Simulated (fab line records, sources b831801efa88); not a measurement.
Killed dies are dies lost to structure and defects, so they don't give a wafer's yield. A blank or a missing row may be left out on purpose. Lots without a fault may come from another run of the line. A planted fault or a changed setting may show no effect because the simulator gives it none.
Which tool did it? | flow sfq_line | 14 lots, 40 wafers sampled, at 4 steps of a route of 325

WHAT THE GAUGES READ, wafer by wafer
SFQ_M0_RS_MEAS_904: measures by four-point-probe. Usual: M0_NB_RS 0.888 ohm/sq, standard deviation 0.0093.
lot  | measured    | on            | M0_NB_RS (ohm/sq) | flag
L948 | day 4 20:41 | film_metro-04 | 0.899 0.897 0.905 |
L949 | day 5 00:53 | film_metro-03 | 0.873 0.896 0.883 |
L950 | day 5 09:19 | film_metro-02 | 0.866 0.870 0.888 |
L955 | day 6 12:27 | film_metro-02 | 0.891 0.886 0.885 |
L957 | day 6 20:52 | film_metro-02 | 1.226 0.887       | OFF
L958 | day 7 05:13 | film_metro-04 | 1.215 1.250       | OFF
L959 | day 7 11:08 | film_metro-02 | 1.247 0.871 0.877 | OFF
L960 | day 7 14:38 | film_metro-04 | 0.883 0.889 0.889 |
L961 | day 7 19:27 | film_metro-02 | 0.898 0.888 0.885 |
L962 | day 8 00:14 | film_metro-03 | 0.896 0.893 0.890 |
L965 | day 8 09:55 | film_metro-04 | 0.883 0.883 0.892 |
L966 | day 8 18:19 | film_metro-02 | 0.891 0.888 0.896 |
L968 | day 9 05:09 | film_metro-02 | 0.881 0.878 0.894 |
L970 | day 9 13:32 | film_metro-04 | 0.918 0.913 0.900 |

SFQ_I3_BOW_MEAS_922. Usual: I3_BOW 4 um, standard deviation 9.1.
lot  | measured     | on            | I3_BOW (um) | flag
L948 | day 35 13:28 | film_metro-01 | -4 0 0      |
L949 | day 36 09:26 | film_metro-02 | 5 3 -1      |
L950 | day 37 04:10 | film_metro-02 | 0 4 14      |
L955 | day 39 14:35 | film_metro-03 | 7 -4 5      |
L957 | day 40 03:13 | film_metro-03 | -3 2        |
L958 | day 40 12:42 | film_metro-02 | 4 -10       |
L959 | day 41 06:43 | film_metro-03 | 18 11 10    |
L960 | day 41 14:48 | film_metro-02 | 7 0 16      |
L961 | day 41 20:47 | film_metro-02 | 8 -6 -6     |
L962 | day 42 17:47 | film_metro-02 | 18 10 18    |
L965 | day 43 14:50 | film_metro-02 | 13 2 -3     |
L966 | day 43 17:47 | film_metro-03 | 0 9 2       |
L968 | day 44 16:07 | film_metro-02 | 11 3 14     |
L970 | day 45 01:06 | film_metro-03 | -3 -13 -7   |

WHICH TOOL RAN EACH LOT (tool, then ch and the chambers of the sampled wafers, then the start)
lot  | SFQ_TRILAYER_M0_DEP_SPUTTER_019 | SFQ_TRILAYER_M0_ETCH_METAL_ETCH_024
L948 | pvd_sputter-06, day 4 20:35     | rie_metal-04 ch 0,1, day 7 08:14
L949 | pvd_sputter-05, day 5 00:47     | rie_metal-04 ch 0,1, day 7 13:02
L950 | pvd_sputter-06, day 5 09:11     | rie_metal-01 ch 0,1, day 7 23:53
L955 | pvd_sputter-04, day 6 12:20     | rie_metal-04 ch 0,1, day 9 07:53
L957 | pvd_sputter-05, day 6 20:46     | rie_metal-03 ch 0,1, day 9 17:29
L958 | pvd_sputter-05, day 7 05:08     | rie_metal-04 ch 0,1, day 10 03:34
L959 | pvd_sputter-05, day 7 10:58     | rie_metal-01 ch 0,1, day 10 11:02
L960 | pvd_sputter-04, day 7 14:32     | rie_metal-03 ch 0,1, day 10 13:26
L961 | pvd_sputter-04, day 7 19:22     | rie_metal-04 ch 0,1, day 10 19:26
L962 | pvd_sputter-04, day 8 00:08     | rie_metal-01 ch 0,1, day 10 23:02
L965 | pvd_sputter-04, day 8 09:46     | rie_metal-01 ch 0,1, day 11 11:05
L966 | pvd_sputter-04, day 8 18:14     | rie_metal-01 ch 0,1, day 11 19:37
L968 | pvd_sputter-06, day 9 05:02     | rie_metal-01 ch 1, day 12 10:50
L970 | pvd_sputter-06, day 9 13:26     | rie_metal-04 ch 0,1, day 12 21:38
- SFQ_TRILAYER_M0_DEP_SPUTTER_019: material Nb, target thk 200 nm, time 133.3 s.
- SFQ_TRILAYER_M0_ETCH_METAL_ETCH_024: etches Nb in Cl2/Ar, stops on SiO2, target depth 240 nm, time 120 s.

WHAT THE TOOLS THEMSELVES READ (means of the sampled wafers that have a number; where no wafer has one, the mark that the record gives instead)
SFQ_TRILAYER_M0_DEP_SPUTTER_019. Usual: throttle_valve_pct 29.0 %, standard deviation 1.
lot  | tool           | throttle_valve_pct (%) | flag
L948 | pvd_sputter-06 | 29.7                   |
L949 | pvd_sputter-05 | 28.6                   |
L950 | pvd_sputter-06 | 29.6                   |
L955 | pvd_sputter-04 | 29.8                   |
L957 | pvd_sputter-05 | 27.5                   |
L958 | pvd_sputter-05 | 28.4                   |
L959 | pvd_sputter-05 | 28.0                   |
L960 | pvd_sputter-04 | 30.0                   |
L961 | pvd_sputter-04 | 29.8                   |
L962 | pvd_sputter-04 | 29.6                   |
L965 | pvd_sputter-04 | 29.6                   |
L966 | pvd_sputter-04 | 29.6                   |
L968 | pvd_sputter-06 | 30.0                   |
L970 | pvd_sputter-06 | 29.5                   |

SFQ_TRILAYER_M0_ETCH_METAL_ETCH_024. Usual: drypump_motor_current_A 5.7 A, standard deviation 0.53; oes_product_au 0.896 a.u., standard deviation 0.0069.
lot  | tool         | drypump_motor_current_A (A) | oes_product_au (a.u.) | flag
L948 | rie_metal-04 | 5.8                         | 0.893                 |
L949 | rie_metal-04 | 5.9                         | 0.897                 |
L950 | rie_metal-01 | 5.4                         | 0.903                 |
L955 | rie_metal-04 | 6.0                         | 0.893                 |
L957 | rie_metal-03 | 5.8                         | 0.825                 | OFF
L958 | rie_metal-04 | 6.0                         | 0.750                 | OFF
L959 | rie_metal-01 | 5.4                         | 0.854                 | OFF
L960 | rie_metal-03 | 6.0                         | 0.898                 |
L961 | rie_metal-04 | 5.9                         | 0.891                 |
L962 | rie_metal-01 | 5.4                         | 0.889                 |
L965 | rie_metal-01 | 5.4                         | 0.898                 |
L966 | rie_metal-01 | 5.2                         | 0.891                 |
L968 | rie_metal-01 | 5.6                         | 0.894                 |
L970 | rie_metal-04 | 6.0                         | 0.881                 |

THE ANSWER, worked out from the rows above alone
Rule: a lot is off if the mean of its wafers that have a number lies more than 3 standard deviations from the usual mean. A lot without any number at a reading at which 4 lots or more have one is off too. The other lots that the step has rows for count as sound. The gauges are gone through in route order, then the tools' own readings, and for those a lot's mean is taken as printed above. The first step at which some lot is off is used, and at that step the reading that is off furthest; a lot without a number counts as furthest.
Off: L957, L958, L959, at SFQ_M0_RS_MEAS_904 (M0_NB_RS).
A tool fits if, at a process step before that reading, it ran every lot that is off, and no sound lot after the first of them. The gauges at SFQ_M0_RS_MEAS_904 aren't tried: what is off there is off at SFQ_TRILAYER_M0_ETCH_METAL_ETCH_024 too, on other tools, and a gauge's error can't cause that. One fits: pvd_sputter-05 at SFQ_TRILAYER_M0_DEP_SPUTTER_019. Its last sound lot is L949 (day 5 00:47), its first lot that is off L957 (day 6 20:46): a fault that began between those two fits.

WHAT THE SIMULATOR HAD PUT IN
Process parameter drift: pvd_sputter-05, from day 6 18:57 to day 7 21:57, at SFQ_TRILAYER_M0_DEP_SPUTTER_019. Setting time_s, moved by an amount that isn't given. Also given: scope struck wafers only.
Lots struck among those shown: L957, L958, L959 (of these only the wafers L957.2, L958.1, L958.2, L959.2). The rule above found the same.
